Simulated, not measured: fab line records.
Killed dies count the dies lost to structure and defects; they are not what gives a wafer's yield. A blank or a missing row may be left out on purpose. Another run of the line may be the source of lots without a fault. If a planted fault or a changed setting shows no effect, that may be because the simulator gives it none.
One fault seen from 2 desks	flow sky130	numbers are kept per desk, each desk with only its own; the story behind them comes last

## METROLOGY DESK
Lot by lot, what the gauges showed, no matter which tool ran the lot: averages of those sampled wafers that carry a number. Marked OUT: a lot whose mean sits more than 4 standard deviations from the usual mean, which makes it out of limits; the brackets give that distance.
Columns: A = PWDE_RS at SKY_NWELL_RS_MEAS_31, usual 5359 ohm/sq; B = LDD_N_OVL at SKY_LDD_N_OVL_MEAS_07, usual 1.4 nm
lot	first seen here	A	B
L703	day 5 05:29	5365	1.0
L704	day 5 17:34	5356	2.2
L705	day 5 17:51	5349	2.4
L706	day 6 01:59	5362	0.3
L707	day 6 06:30	5357	1.6
L708	day 6 15:36	5353	0.1
L713	day 7 20:22	5352	2.0
L715	day 8 05:34	5372	2.4
L722	day 10 03:15	5352	-1.1
L723	day 10 08:10	5352	1.1
L724	day 10 14:43	5340	2.6
L725	day 11 00:52	5366	0.8
This desk's finding: nothing out of limits on any of the 12 lots.

## FOR THE TOOL OWNER'S DESK: furnace-02
The tool's own readings at SKY_GATE_OXIDE_OXIDATION_16 (stabilise 600 s, purge 300 s, target thk 3.57 nm): means of the sampled wafers that have a number, for each lot that ran on this tool. Marked OUT: a lot whose mean sits more than 4 standard deviations from the usual mean, which makes it out of limits; the brackets give that distance. 7 of its 9 readings are shown: the first one out of limits and those lying furthest out on some lot.
Columns: A = spikeTcBottomC at SKY_GATE_OXIDE_OXIDATION_16, usual 821.3 C; B = spikeTcCentreC at SKY_GATE_OXIDE_OXIDATION_16, usual 798.9 C; C = spikeTcLowerC at SKY_GATE_OXIDE_OXIDATION_16, usual 800.8 C; D = spikeTcTopC at SKY_GATE_OXIDE_OXIDATION_16, usual 808.2 C; E = spikeTcUpperC at SKY_GATE_OXIDE_OXIDATION_16, usual 801.4 C; F = tubeCenterTempC at SKY_GATE_OXIDE_OXIDATION_16, usual 800 C; G = tube_center_temp_C_max at SKY_GATE_OXIDE_OXIDATION_16, usual 802.0
lot	first seen here	A	B	C	D	E	F	G
L703	day 13 15:35	818.8	797.4	800.2	806.0	801.8	800	801.9
L704	day 14 09:46	819.4	797.6	799.9	805.5	800.5	800	802.3
L705	day 14 09:46	819.5	797.4	800.8	806.6	801.1	800	802.2
L706	day 15 01:18	819.7	798.8	800.1	804.9	799.5	800	802.2
L707	day 15 01:18	820.1	797.7	800.0	806.1	800.3	800	802.0
L713	day 17 19:12	813.2	791.5 (-5.3) OUT	793.9 (-5.8) OUT	800.1	794.5 (-4.6) OUT	793 (-88) OUT	795.3 (-22) OUT
L715	day 18 03:43	813.3	792.3 (-4.7) OUT	793.6 (-6.0) OUT	799.4	793.4 (-5.3) OUT	794 (-87) OUT	795.8 (-21) OUT
L723	day 20 21:17	819.8	798.5	799.7	806.2	800.8	800	801.8
This desk finds L713, L715 out of limits, L713 being first, at day 17 19:12 (spikeTcCentreC at SKY_GATE_OXIDE_OXIDATION_16). L703, L704, L705, L706, L707, L723 stayed within limits.

## PUT TOGETHER
The tool owner's desk could have raised an alarm at day 17 19:12, on L713, L715.
Metrology desk: nothing out of limits seen.
The metrology desk has L713, L715 on record, within its limits.
All the named lots went through SKY_GATE_OXIDE_OXIDATION_16 on furnace-02.

## WHAT THE SIMULATOR HAD INSERTED
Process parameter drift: furnace-02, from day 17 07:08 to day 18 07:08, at SKY_GATE_OXIDE_OXIDATION_16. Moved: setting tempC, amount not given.
Shown lots that were struck: L713, L715.
Each desk's first reading out of limits, in hours after the fault started: the tool owner's desk, 12.
